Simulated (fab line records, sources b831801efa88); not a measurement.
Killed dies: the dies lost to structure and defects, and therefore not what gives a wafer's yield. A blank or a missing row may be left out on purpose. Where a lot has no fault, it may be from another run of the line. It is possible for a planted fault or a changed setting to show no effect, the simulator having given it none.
fab line records | flow gf180mcu | part 1 of 2: steps 1 to 30 of 40
record: lots: 5 | wafers: 15 | lastDay: 34
route steps=602 shown STI@17 DNWELL@32 NWELL@42 LVPWELL@54
lots that met no fault: taken from a fault-free run of the same line
startH: hours from the record's opening day to when the first of the lot's shown wafers began | waitH: hours from the lot's prior step to this one | " same as the row above | L1.1+2: a single row standing in for several wafers | - no value, or no start given | * or withheld: withheld | < > ~ a bound
route shown NAME@n: NAME is a module with steps in the file, n the number in the route of the first one | usual: the fault-free wafers' mean and standard deviation | same: alike in all rows | chamber/n: place in a boat | sites: the reading at each site | _std_site: the values' standard deviation | _edge_site: mean of outer sites minus mean of inner sites | radiusMm: for every site, how far away it sits from the centre of the wafer | mask NAME#n: copy n | behind: tool/chamber where the wafer was last shaped | hold: what put the lot on hold/how long, in hours/how the hold closed | device: the transistor (n, p or np) that didn't switch | end of line: tests run on the same wafers once the route is complete | a step given without rows: its recipe and nothing more | killed: dies lost to structure and defects at the first sort, not the wafer's yield | map: dies across one wafer; x = killed, . = not, _ = none there
set.NAME: setting as actually run; set.NAME@STEP: the setting as run at that earlier step | model.NAME: the simulator's own value behind a step, which no gauge read
lots at selected steps of the route; one table per step, one row per wafer
services: from which hour (startH, from the record's first day; less than 0 if before it) a tool's chamber was out of use, for how many hours, and why
== steps ==
step: GF_STI_CLEAN_16
recipe: chemistry: dHF | timeS: 25 | dilution: 100:1
lot.wafer  | tool        | chamber | startH | waitH
L078.2+3+6 | wetBench-03 | 1       | 46.37  | 0.1
L080.3+5+6 | wetBench-01 | 0       | 56.27  | 0.0
L082.4+5+6 | wetBench-02 | 3       | 67.07  | 0.0
L083.1+5+6 | wetBench-03 | 1       | 71.17  | 0.1
L097.2+4+6 | wetBench-02 | 0       | 145.56 | 0.1
step: GF_STI_WET_ETCH_17
recipe: chemistry: H3PO4 | targetDepthNm: 45 | tempC: 160 | target: Si3N4 | timeS: 514
usual: bathGuardTempC: 160.1/0.53
lot.wafer | tool        | chamber | startH | waitH | bathGuardTempC
L078.2    | wetBench-01 | 0       | 46.38  | 0.0   | 160.3
L078.3    | "           | 0       | "      | "     | 160.4
L078.6    | "           | 0       | "      | "     | 160.2
L080.3    | wetBench-03 | 3       | 56.28  | 0.0   | 160.0
L080.5    | "           | 3       | "      | "     | 160.0
L080.6    | "           | 3       | "      | "     | 160.0
L082.4    | wetBench-03 | 2       | 67.08  | 0.0   | 159.4
L082.5    | "           | 2       | "      | "     | 159.3
L082.6    | "           | 2       | "      | "     | 159.7
L083.1    | wetBench-02 | 2       | 71.18  | 0.0   | 160.8
L083.5    | "           | 2       | "      | "     | 160.5
L083.6    | "           | 2       | "      | "     | 160.5
L097.2    | wetBench-03 | 2       | 145.57 | 0.0   | 159.8
L097.4    | "           | 2       | "      | "     | 159.5
L097.6    | "           | 2       | "      | "     | 159.8
step: GF_STI_CLEAN_18
recipe: chemistry: SC1/SC2 | mix: 1:4:20 | tempC: 70 | timeS: 146.2
usual: bathGuardTempC: 70.2/0.55
lot.wafer | tool        | chamber | startH | waitH | bathGuardTempC
L078.2    | wetBench-02 | 1       | 46.55  | 0.0   | 70.3
L078.3    | "           | 1       | "      | "     | 70.0
L078.6    | "           | 1       | "      | "     | 69.9
L080.3    | wetBench-02 | 0       | 56.46  | 0.0   | 69.5
L080.5    | "           | 0       | "      | "     | 69.6
L080.6    | "           | 0       | "      | "     | 70.1
L082.4    | wetBench-01 | 3       | 67.23  | 0.0   | 70.7
L082.5    | "           | 3       | "      | "     | 70.6
L082.6    | "           | 3       | "      | "     | 70.9
L083.1    | wetBench-01 | 1       | 71.33  | 0.0   | 69.8
L083.5    | "           | 1       | "      | "     | 69.6
L083.6    | "           | 1       | "      | "     | 69.2
L097.2    | wetBench-01 | 0       | 145.87 | 0.0   | 70.2
L097.4    | "           | 0       | "      | "     | 70.7
L097.6    | "           | 0       | "      | "     | 70.4
step: GF_STI_CLEAN_19
recipe: chemistry: dHF | timeS: 20 | dilution: 100:1
lot.wafer  | tool        | chamber | startH | waitH
L078.2+3+6 | wetBench-03 | 2       | 46.60  | 0.0
L080.3+5+6 | wetBench-01 | 0       | 56.51  | 0.0
L082.4+5+6 | wetBench-02 | 2       | 67.28  | 0.0
L083.1+5+6 | wetBench-03 | 0       | 71.38  | 0.0
L097.2+4+6 | wetBench-02 | 2       | 145.92 | 0.0
step: GF_STI_WET_ETCH_20
recipe: chemistry: dHF | dilution: 100:1 | targetDepthNm: 20 | tempC: 25 | dry: ipaMarangoni | target: SiO2 | timeS: 400
lot.wafer  | tool        | chamber | startH | waitH
L078.2+3+6 | wetBench-01 | 0       | 46.61  | 0.0
L080.3+5+6 | wetBench-03 | 1       | 56.53  | 0.0
L082.4+5+6 | wetBench-03 | 0       | 67.30  | 0.0
L083.1+5+6 | wetBench-02 | 3       | 71.40  | 0.0
L097.2+4+6 | wetBench-03 | 3       | 145.94 | 0.0
step: GF_STI_OXIDATION_21
recipe: tempC: 1000 | ambient: O2 | stabiliseS: 600 | purgeS: 300 | targetThkA: 150 | oxTimeS: 458
usual: spikeTcTopC: 1006.6/1.4
lot.wafer | tool       | chamber | startH | waitH | spikeTcTopC
L078.2    | furnace-01 | 0       | 47.05  | 0.3   | 1006.5
L078.3    | "          | 0       | "      | "     | 1008.3
L078.6    | "          | 0       | "      | "     | 1007.9
L080.3    | furnace-02 | 0       | 56.67  | 0.0   | 1005.2
L080.5    | "          | 0       | "      | "     | 1006.6
L080.6    | "          | 0       | "      | "     | 1006.2
L082.4    | furnace-02 | 0       | 68.01  | 0.6   | 1005.2
L082.5    | "          | 0       | "      | "     | 1004.3
L082.6    | "          | 0       | "      | "     | 1005.0
L083.1    | furnace-01 | 0       | 71.93  | 0.4   | 1006.7
L083.5    | "          | 0       | "      | "     | 1005.9
L083.6    | "          | 0       | "      | "     | 1007.9
L097.2    | furnace-01 | 0       | 146.18 | 0.0   | 1008.2
L097.4    | "          | 0       | "      | "     | 1008.0
L097.6    | "          | 0       | "      | "     | 1009.5
step: GF_STI_THK_MEAS_22
recipe: reads: SiO2_of_STI_OXIDATION_21
usual: STI_OXIDATION_01_THK: 15.07/0.27
lot.wafer | tool         | chamber | startH | waitH | STI_OXIDATION_01_THK[nm]
L078.2    | filmMetro-03 | -       | 48.19  | 0.0   | 15.46
L078.3    | "            | -       | "      | "     | 15.45
L078.6    | "            | -       | "      | "     | 15.46
L080.3    | filmMetro-01 | -       | 57.82  | 0.0   | 14.86
L080.5    | "            | -       | "      | "     | 14.79
L080.6    | "            | -       | "      | "     | 14.90
L082.4    | filmMetro-01 | -       | 69.17  | 0.0   | 14.93
L082.5    | "            | -       | "      | "     | 15.36
L082.6    | "            | -       | "      | "     | 15.09
L083.1    | filmMetro-02 | -       | 73.06  | 0.0   | 15.44
L083.5    | "            | -       | "      | "     | 15.23
L083.6    | "            | -       | "      | "     | 15.46
L097.2    | filmMetro-01 | -       | 147.31 | 0.0   | 14.65
L097.4    | "            | -       | "      | "     | 14.87
L097.6    | "            | -       | "      | "     | 14.57
step: GF_STI_CVD_23
recipe: material: SiO2 | targetThkNm: 650 | sigmaOpenFrac: 0.3 | timeS: 108.3 | tempC: 600 | sih4FlowSccm: 60 | pressureMtorr: 6
lot.wafer  | tool      | chamber | startH | waitH
L078.2+3+6 | hdpcvd-02 | 2,1,0   | 48.24  | 0.0
L080.3+5+6 | hdpcvd-01 | 2,2,0   | 57.89  | 0.1
L082.4+5+6 | hdpcvd-01 | 2,0,1   | 69.23  | 0.1
L083.1+5+6 | hdpcvd-02 | 1,0,2   | 73.12  | 0.1
L097.2+4+6 | hdpcvd-01 | 2,0,2   | 147.36 | 0.0
step: GF_STI_THK_MEAS_24
recipe: reads: SiO2_of_STI_CVD_23
usual: STI_CVD_23_THK: 648/5.9
lot.wafer | tool         | chamber | startH | waitH | STI_CVD_23_THK[nm]
L078.2    | filmMetro-01 | -       | 48.32  | 0.0   | 649
L078.3    | "            | -       | "      | "     | 654
L078.6    | "            | -       | "      | "     | 643
L080.3    | filmMetro-02 | -       | 57.99  | 0.1   | 652
L080.5    | "            | -       | "      | "     | 645
L080.6    | "            | -       | "      | "     | 647
L082.4    | filmMetro-03 | -       | 69.30  | 0.0   | 651
L082.5    | "            | -       | "      | "     | 647
L082.6    | "            | -       | "      | "     | 644
L083.1    | filmMetro-02 | -       | 73.19  | 0.0   | 639
L083.5    | "            | -       | "      | "     | 639
L083.6    | "            | -       | "      | "     | 642
L097.2    | filmMetro-03 | -       | 147.45 | 0.0   | 642
L097.4    | "            | -       | "      | "     | 643
L097.6    | "            | -       | "      | "     | 644
step: GF_STI_CMP_25
recipe: stopOn: Si3N4 | tOverpolishS: 33 | downForcePsi: 4 | platenRpm: 60 | targetThkNm: 524.6 | padVelocityMS: 0.94248
usual: headPressurePsi: 4.001/0.0081 | motorCurrentA: 12.5/1.1 | overpolishRunS: 33.001/0.009 | timeToEndpointS: 125/3.6
lot.wafer | tool   | chamber | startH | waitH | headPressurePsi | motorCurrentA | overpolishRunS | timeToEndpointS
L078.2    | cmp-01 | 3       | 48.47  | 0.1   | 4.001           | 11.1          | 32.997         | 129
L078.3    | "      | 0       | "      | "     | 3.997           | 12.0          | 32.995         | 126
L078.6    | "      | 1       | "      | "     | 3.994           | 12.0          | 33.006         | 123
L080.3    | cmp-01 | 1       | 58.18  | 0.2   | 4.008           | 11.1          | 33.005         | 130
L080.6    | "      | 2       | "      | "     | 4.014           | 14.1          | 32.995         | 130
L080.5    | "      | 3       | "      | "     | 3.994           | 11.8          | 33.004         | 126
L082.4    | cmp-01 | 1       | 69.38  | 0.1   | 4.009           | 11.4          | 32.988         | 123
L082.5    | "      | 0       | "      | "     | 3.996           | 12.3          | 32.986         | 129
L082.6    | "      | 1       | "      | "     | 3.999           | 11.3          | 33.008         | 126
L083.1    | cmp-01 | 0       | 73.30  | 0.1   | 3.999           | 12.9          | 32.989         | 127
L083.6    | "      | 3       | "      | "     | 4.002           | 11.6          | 33.010         | 126
L083.5    | "      | 0       | "      | "     | 3.999           | 12.5          | 33.006         | 122
L097.2    | cmp-01 | 1       | 147.50 | 0.0   | 4.012           | 10.7          | 32.992         | 122
L097.4    | "      | 2       | "      | "     | 4.004           | 13.6          | 32.994         | 121
L097.6    | "      | 2       | "      | "     | 4.007           | 14.1          | 33.001         | 119
step: GF_STI_WET_ETCH_26
recipe: chemistry: dHF | targetDepthNm: 94 | target: SiO2 | tempC: 25 | dilution: 10:1 | timeS: 188
lot.wafer  | tool        | chamber | startH | waitH
L078.2+3+6 | wetBench-03 | 2       | 48.67  | 0.1
L080.3+5+6 | wetBench-01 | 0       | 58.33  | 0.1
L082.4+5+6 | wetBench-03 | 0       | 69.63  | 0.2
L083.1+5+6 | wetBench-02 | 1       | 73.55  | 0.2
L097.2+4+6 | wetBench-02 | 2       | 147.80 | 0.2
step: GF_STI_WET_ETCH_27
recipe: chemistry: H3PO4 | targetDepthNm: 160 | target: Si3N4 | tempC: 160 | timeS: 1825
usual: bathGuardTempC: 159.9/0.62
lot.wafer | tool        | chamber | startH | waitH | bathGuardTempC
L078.2    | wetBench-01 | 0       | 48.73  | 0.0   | 160.4
L078.3    | "           | 0       | "      | "     | 160.4
L078.6    | "           | 0       | "      | "     | 160.6
L080.3    | wetBench-01 | 2       | 58.39  | 0.0   | 158.6
L080.5    | "           | 2       | "      | "     | 159.1
L080.6    | "           | 2       | "      | "     | 159.2
L082.4    | wetBench-01 | 0       | 69.69  | 0.0   | 160.6
L082.5    | "           | 0       | "      | "     | 160.4
L082.6    | "           | 0       | "      | "     | 160.8
L083.1    | wetBench-03 | 3       | 73.61  | 0.0   | 159.9
L083.5    | "           | 3       | "      | "     | 160.2
L083.6    | "           | 3       | "      | "     | 160.4
L097.2    | wetBench-03 | 2       | 147.86 | 0.0   | 159.7
L097.4    | "           | 2       | "      | "     | 159.8
L097.6    | "           | 2       | "      | "     | 159.6
step: GF_STI_WET_ETCH_28
recipe: chemistry: dHF | targetDepthNm: 20 | dry: ipaMarangoni | target: SiO2 | tempC: 25 | dilution: 10:1 | timeS: 40
lot.wafer  | tool        | chamber | startH | waitH
L078.2+3+6 | wetBench-02 | 1       | 49.30  | 0.0
L080.3+5+6 | wetBench-03 | 2       | 58.91  | 0.0
L082.4+5+6 | wetBench-03 | 0       | 70.21  | 0.0
L083.1+5+6 | wetBench-02 | 3       | 74.13  | 0.0
L097.2+4+6 | wetBench-01 | 0       | 148.38 | 0.0
step: GF_STI_OXIDATION_29
recipe: tempC: 900 | ambient: O2 | stabiliseS: 600 | purgeS: 300 | targetThkA: 100 | oxTimeS: 1418
usual: spikeTcTopC: 907.2/1.5
lot.wafer | tool       | chamber | startH | waitH | spikeTcTopC
L078.2    | furnace-01 | 0       | 49.68  | 0.4   | 909.4
L078.3    | "          | 0       | "      | "     | 907.0
L078.6    | "          | 0       | "      | "     | 908.3
L080.3    | furnace-02 | 0       | 59.92  | 1.0   | 905.8
L080.5    | "          | 0       | "      | "     | 907.4
L080.6    | "          | 0       | "      | "     | 907.9
L082.4    | furnace-02 | 0       | 71.35  | 1.1   | 906.6
L082.5    | "          | 0       | "      | "     | 905.1
L082.6    | "          | 0       | "      | "     | 905.1
L083.1    | furnace-01 | 0       | 74.15  | 0.0   | 908.1
L083.5    | "          | 0       | "      | "     | 910.5
L083.6    | "          | 0       | "      | "     | 908.6
L097.2    | furnace-01 | 0       | 148.40 | 0.0   | 908.0
L097.4    | "          | 0       | "      | "     | 908.9
L097.6    | "          | 0       | "      | "     | 909.2
step: GF_STI_THK_MEAS_30
recipe: reads: SiO2_of_STI_OXIDATION_29
usual: STI_OXIDATION_02_THK: 10.01/0.21
lot.wafer | tool         | chamber | startH | waitH | STI_OXIDATION_02_THK[nm]
L078.2    | filmMetro-02 | -       | 51.08  | 0.0   | 10.35
L078.3    | "            | -       | "      | "     | 10.63
L078.6    | "            | -       | "      | "     | 10.44
L080.3    | filmMetro-03 | -       | 61.33  | 0.0   | 10.52
L080.5    | "            | -       | "      | "     | 10.17
L080.6    | "            | -       | "      | "     | 10.60
L082.4    | filmMetro-03 | -       | 72.77  | 0.0   | 10.28
L082.5    | "            | -       | "      | "     | 9.86
L082.6    | "            | -       | "      | "     | 10.09
L083.1    | filmMetro-03 | -       | 75.54  | 0.0   | 9.95
L083.5    | "            | -       | "      | "     | 9.86
L083.6    | "            | -       | "      | "     | 10.10
L097.2    | filmMetro-01 | -       | 149.80 | 0.0   | 9.52
L097.4    | "            | -       | "      | "     | 9.60
L097.6    | "            | -       | "      | "     | 9.53
step: GF_DNWELL_DEHYDRATE_00
recipe: tempC: 200 | timeS: 60
usual: heaterPowerTotalW: 160.36/0.13
lot.wafer | tool          | chamber | startH | waitH | heaterPowerTotalW
L078.2    | lithoTrack-01 | 0       | 56.87  | 5.8   | 160.20
L078.3    | "             | 0       | "      | "     | 160.36
L078.6    | "             | 0       | "      | "     | 160.60
L080.3    | lithoTrack-03 | 0       | 67.14  | 5.8   | 160.24
L080.5    | "             | 0       | "      | "     | 160.28
L080.6    | "             | 0       | "      | "     | 160.42
L082.4    | lithoTrack-04 | 0       | 77.96  | 5.2   | 160.24
L082.5    | "             | 0       | "      | "     | 160.53
L082.6    | "             | 0       | "      | "     | 160.16
L083.1    | lithoTrack-04 | 0       | 81.44  | 5.9   | 160.41
L083.5    | "             | 0       | "      | "     | 160.59
L083.6    | "             | 0       | "      | "     | 160.29
L097.2    | lithoTrack-03 | 0       | 157.26 | 7.4   | 160.33
L097.4    | "             | 0       | "      | "     | 160.35
L097.6    | "             | 0       | "      | "     | 160.23
step: GF_DNWELL_HMDS_01
recipe: primeTimeS: 60 | primeTempC: 120
lot.wafer  | tool          | chamber | startH | waitH
L078.2+3+6 | lithoTrack-01 | 0       | 57.02  | 0.1
L080.3+5+6 | lithoTrack-03 | 0       | 67.29  | 0.1
L082.4+5+6 | lithoTrack-04 | 0       | 78.11  | 0.1
L083.1+5+6 | lithoTrack-04 | 0       | 81.59  | 0.1
L097.2+4+6 | lithoTrack-03 | 0       | 157.41 | 0.1
step: GF_DNWELL_COAT_02
recipe: spinRpm: 2000 | resistThkNm: 3000
lot.wafer  | tool          | chamber | startH | waitH
L078.2+3+6 | lithoTrack-01 | 0       | 57.17  | 0.1
L080.3+5+6 | lithoTrack-03 | 0       | 67.44  | 0.1
L082.4+5+6 | lithoTrack-04 | 0       | 78.26  | 0.1
L083.1+5+6 | lithoTrack-04 | 0       | 81.74  | 0.1
L097.2+4+6 | lithoTrack-03 | 0       | 157.56 | 0.1
step: GF_DNWELL_SOFTBAKE_03
recipe: tempC: 110 | timeS: withheld
usual: heaterPowerTotalW: 65.31/0.13
lot.wafer | tool          | chamber | startH | waitH | heaterPowerTotalW
L078.2    | lithoTrack-01 | 0       | 57.33  | 0.1   | 65.39
L078.3    | "             | 0       | "      | "     | 65.38
L078.6    | "             | 0       | "      | "     | 65.24
L080.3    | lithoTrack-03 | 0       | 67.60  | 0.1   | 65.32
L080.5    | "             | 0       | "      | "     | 65.20
L080.6    | "             | 0       | "      | "     | 65.27
L082.4    | lithoTrack-04 | 0       | 78.44  | 0.1   | 65.10
L082.5    | "             | 0       | "      | "     | 65.47
L082.6    | "             | 0       | "      | "     | 65.37
L083.1    | lithoTrack-04 | 0       | 81.89  | 0.1   | 65.08
L083.5    | "             | 0       | "      | "     | 65.29
L083.6    | "             | 0       | "      | "     | 65.25
L097.2    | lithoTrack-03 | 0       | 157.72 | 0.1   | 65.48
L097.4    | "             | 0       | "      | "     | 65.16
L097.6    | "             | 0       | "      | "     | 65.41
step: GF_DNWELL_EXPOSE_04
recipe: maskId: DNWELL | targetCdNm: 1700 | na: 0.6 | sourceShape: conventional | sigmaOuter: 0.6 | doseMj: 260
same: na: 0.6
lot.wafer  | tool            | chamber | startH | waitH | mask
L078.2+3+6 | ilineStepper-02 | 0       | -      | -     | DNWELL#0
L080.3+5+6 | ilineStepper-01 | 0       | -      | -     | DNWELL#0
L082.4+5+6 | ilineStepper-01 | 0       | -      | -     | DNWELL#0
L083.1+5+6 | ilineStepper-01 | 0       | -      | -     | DNWELL#0
L097.2+4+6 | ilineStepper-02 | 0       | -      | -     | DNWELL#0
step: GF_DNWELL_PEB_05
recipe: tempC: 115 | timeS: withheld
usual: heaterPowerTotalW: 69.34/0.13
lot.wafer | tool          | chamber | startH | waitH | heaterPowerTotalW
L078.2    | lithoTrack-03 | 0       | -      | -     | 69.35
L078.3    | "             | 0       | "      | "     | 69.41
L078.6    | "             | 0       | "      | "     | 69.42
L080.3    | lithoTrack-03 | 0       | -      | -     | 69.53
L080.5    | "             | 0       | "      | "     | 69.13
L080.6    | "             | 0       | "      | "     | 69.39
L082.4    | lithoTrack-03 | 0       | -      | -     | 69.50
L082.5    | "             | 0       | "      | "     | 69.19
L082.6    | "             | 0       | "      | "     | 69.34
L083.1    | lithoTrack-01 | 0       | -      | -     | 69.46
L083.5    | "             | 0       | "      | "     | 69.12
L083.6    | "             | 0       | "      | "     | 69.22
L097.2    | lithoTrack-04 | 0       | -      | -     | 69.43
L097.4    | "             | 0       | "      | "     | 69.18
L097.6    | "             | 0       | "      | "     | 69.23
step: GF_DNWELL_DEVELOP_06
recipe: wallAngleDeg: 90 | developTimeS: 60 | devTempC: 23
lot.wafer  | tool          | chamber | startH | waitH
L078.2+3+6 | lithoTrack-03 | 0       | -      | -
L080.3+5+6 | lithoTrack-03 | 0       | -      | -
L082.4+5+6 | lithoTrack-03 | 0       | -      | -
L083.1+5+6 | lithoTrack-01 | 0       | -      | -
L097.2+4+6 | lithoTrack-04 | 0       | -      | -
step: GF_DNWELL_IMPLANT_07
recipe: species: P | energyKev: 1500 | doseCm2: 1e+13 | tiltDeg: 0
usual: beamEnergyKeV: 1499.9/0.47 | endStationPressureTorr: 5.07e-06/2.6e-07
lot.wafer | tool         | chamber | startH | waitH | beamEnergyKeV | endStationPressureTorr
L078.2    | implanter-01 | 0       | 63.51  | -     | 1499.8        | 5.49e-06
L078.3    | "            | 0       | "      | "     | 1499.6        | 4.69e-06
L078.6    | "            | 0       | "      | "     | 1499.6        | 4.96e-06
L080.3    | implanter-01 | 0       | 74.39  | -     | 1499.4        | 5.26e-06
L080.5    | "            | 0       | "      | "     | 1499.3        | 4.99e-06
L080.6    | "            | 0       | "      | "     | 1500.0        | 5.43e-06
L082.4    | implanter-03 | 0       | 84.81  | -     | 1500.3        | 5.25e-06
L082.5    | "            | 0       | "      | "     | 1499.4        | 5.17e-06
L082.6    | "            | 0       | "      | "     | 1500.2        | 4.69e-06
L083.1    | implanter-04 | 0       | 88.69  | -     | 1499.7        | 4.96e-06
L083.5    | "            | 0       | "      | "     | 1499.6        | 4.93e-06
L083.6    | "            | 0       | "      | "     | 1500.0        | 4.68e-06
L097.2    | implanter-03 | 0       | 165.86 | -     | 1500.3        | 4.94e-06
L097.4    | "            | 0       | "      | "     | 1500.4        | 5.37e-06
L097.6    | "            | 0       | "      | "     | 1500.0        | 5e-06
step: GF_DNWELL_STRIP_08
recipe: chemistry: O2/N2 | powerW: 1400 | pressureMtorr: 1500 | platenTempC: 250 | o2FlowSccm: 3000 | n2FlowSccm: 300 | overashFraction: 0.5
usual: drypumpMotorCurrentA: 6.1/0.44 | heaterPowerW: 312/29 | o2FlowSccm: 3000/8.8 | oesProductAu: 0.722/0.0049 | platenTempC: 250.01/0.18 | stripTimeToEndpointS: 36.95/0.1
lot.wafer | tool           | chamber | startH | waitH | drypumpMotorCurrentA | heaterPowerW | o2FlowSccm | oesProductAu | platenTempC | rfHoursCounterH | stripTimeToEndpointS
L078.2    | plasmaAsher-04 | 1       | 63.64  | 0.1   | 6.6                  | 320          | 2999       | 0.724        | 249.98      | 38              | 36.94
L078.3    | "              | 1       | "      | "     | 6.6                  | 319          | 3006       | 0.726        | 249.84      | -               | 37.02
L078.6    | "              | 0       | "      | "     | 6.6                  | 327          | 3001       | 0.724        | 249.97      | -               | 36.74
L080.3    | plasmaAsher-03 | 0       | 74.52  | 0.1   | 5.4                  | 258          | 3005       | 0.721        | 250.06      | -               | 36.98
L080.5    | "              | 0       | "      | "     | 5.4                  | 262          | 3008       | 0.719        | 249.92      | -               | 36.82
L080.6    | "              | 1       | "      | "     | 5.9                  | 332          | 3006       | 0.722        | 249.78      | -               | 36.83
L082.4    | plasmaAsher-02 | 0       | 84.92  | 0.1   | 5.8                  | 345          | 3007       | 0.715        | 249.83      | -               | 36.90
L082.5    | "              | 0       | "      | "     | 5.8                  | 341          | 2998       | 0.724        | 249.80      | -               | 36.91
L082.6    | "              | 1       | "      | "     | 6.0                  | 275          | 3004       | 0.722        | 249.75      | -               | 36.85
L083.1    | plasmaAsher-03 | 0       | 88.84  | 0.1   | 5.4                  | 266          | 2991       | 0.718        | 249.92      | 31              | 37.18
L083.5    | "              | 0       | "      | "     | 5.4                  | 264          | 2988       | 0.721        | 250.12      | -               | 37.20
L083.6    | "              | 1       | "      | "     | 5.9                  | 333          | 2998       | 0.720        | 249.90      | -               | 37.14
L097.2    | plasmaAsher-03 | 1       | 165.99 | 0.1   | 5.9                  | 335          | 3020       | 0.724        | 249.91      | 40              | 37.09
L097.4    | "              | 0       | "      | "     | 5.4                  | 266          | 3000       | 0.724        | 249.89      | -               | 37.03
L097.6    | "              | 0       | "      | "     | 5.4                  | 257          | 3005       | 0.723        | 249.93      | -               | 36.91
step: GF_DNWELL_TW_MEAS_09
usual: DNWELL_TW: 1345/9.7
lot.wafer | tool         | chamber | startH | waitH | DNWELL_TW
L078.2    | filmMetro-04 | -       | 63.75  | 0.1   | 1364
L078.3    | "            | -       | "      | "     | 1365
L078.6    | "            | -       | "      | "     | 1354
L080.3    | filmMetro-03 | -       | 74.61  | 0.1   | 1345
L080.5    | "            | -       | "      | "     | 1340
L080.6    | "            | -       | "      | "     | 1340
L082.4    | filmMetro-02 | -       | 85.02  | 0.1   | 1332
L082.5    | "            | -       | "      | "     | 1336
L082.6    | "            | -       | "      | "     | 1337
L083.1    | filmMetro-03 | -       | 88.94  | 0.1   | 1349
L083.5    | "            | -       | "      | "     | 1343
L083.6    | "            | -       | "      | "     | 1351
L097.2    | filmMetro-04 | -       | 166.10 | 0.1   | 1350
L097.4    | "            | -       | "      | "     | 1339
L097.6    | "            | -       | "      | "     | 1353
step: GF_NWELL_DEHYDRATE_00
recipe: tempC: 200 | timeS: 60
usual: heaterPowerTotalW: 160.38/0.13
lot.wafer | tool          | chamber | startH | waitH | heaterPowerTotalW
L078.2    | lithoTrack-02 | 0       | 69.82  | 6.1   | 160.51
L078.3    | "             | 0       | "      | "     | 160.24
L078.6    | "             | 0       | "      | "     | 160.57
L080.3    | lithoTrack-04 | 0       | 80.24  | 5.6   | 160.61
L080.5    | "             | 0       | "      | "     | 160.44
L080.6    | "             | 0       | "      | "     | 160.34
L082.4    | lithoTrack-01 | 0       | 91.72  | 6.7   | 160.53
L082.5    | "             | 0       | "      | "     | 160.32
L082.6    | "             | 0       | "      | "     | 160.35
L083.1    | lithoTrack-02 | 0       | 95.14  | 6.2   | 160.40
L083.5    | "             | 0       | "      | "     | 160.49
L083.6    | "             | 0       | "      | "     | 160.46
L097.2    | lithoTrack-02 | 0       | 173.67 | 7.6   | 160.34
L097.4    | "             | 0       | "      | "     | 160.58
L097.6    | "             | 0       | "      | "     | 160.52
step: GF_NWELL_HMDS_01
recipe: primeTimeS: 60 | primeTempC: 120
lot.wafer  | tool          | chamber | startH | waitH
L078.2+3+6 | lithoTrack-02 | 0       | 69.97  | 0.1
L080.3+5+6 | lithoTrack-04 | 0       | 80.39  | 0.1
L082.4+5+6 | lithoTrack-01 | 0       | 91.87  | 0.1
L083.1+5+6 | lithoTrack-02 | 0       | 95.29  | 0.1
L097.2+4+6 | lithoTrack-02 | 0       | 173.82 | 0.1
step: GF_NWELL_COAT_02
recipe: spinRpm: 2000 | resistThkNm: 3000
lot.wafer  | tool          | chamber | startH | waitH
L078.2+3+6 | lithoTrack-02 | 0       | 70.12  | 0.1
L080.3+5+6 | lithoTrack-04 | 0       | 80.54  | 0.1
L082.4+5+6 | lithoTrack-01 | 0       | 92.02  | 0.1
L083.1+5+6 | lithoTrack-02 | 0       | 95.44  | 0.1
L097.2+4+6 | lithoTrack-02 | 0       | 173.97 | 0.1
step: GF_NWELL_SOFTBAKE_03
recipe: tempC: 110 | timeS: withheld
usual: heaterPowerTotalW: 65.33/0.14
lot.wafer | tool          | chamber | startH | waitH | heaterPowerTotalW
L078.2    | lithoTrack-02 | 0       | 70.28  | 0.1   | 65.44
L078.3    | "             | 0       | "      | "     | 65.21
L078.6    | "             | 0       | "      | "     | 65.17
L080.3    | lithoTrack-04 | 0       | 80.70  | 0.1   | 65.61
L080.5    | "             | 0       | "      | "     | 65.34
L080.6    | "             | 0       | "      | "     | 65.14
L082.4    | lithoTrack-01 | 0       | 92.19  | 0.1   | 65.39
L082.5    | "             | 0       | "      | "     | 65.30
L082.6    | "             | 0       | "      | "     | 65.30
L083.1    | lithoTrack-02 | 0       | 95.59  | 0.1   | 65.02
L083.5    | "             | 0       | "      | "     | 65.36
L083.6    | "             | 0       | "      | "     | 65.28
L097.2    | lithoTrack-02 | 0       | 174.13 | 0.1   | 65.22
L097.4    | "             | 0       | "      | "     | 65.40
L097.6    | "             | 0       | "      | "     | 65.49
step: GF_NWELL_EXPOSE_04
recipe: maskId: Nwell | targetCdNm: 860 | na: 0.6 | sourceShape: conventional | sigmaOuter: 0.6 | doseMj: 260
same: na: 0.6
lot.wafer  | tool            | chamber | startH | waitH | mask
L078.2+3+6 | ilineStepper-01 | 0       | -      | -     | Nwell#0
L080.3+5+6 | ilineStepper-02 | 0       | -      | -     | Nwell#0
L082.4+5+6 | ilineStepper-01 | 0       | -      | -     | Nwell#0
L083.1+5+6 | ilineStepper-01 | 0       | -      | -     | Nwell#0
L097.2+4+6 | ilineStepper-01 | 0       | -      | -     | Nwell#0
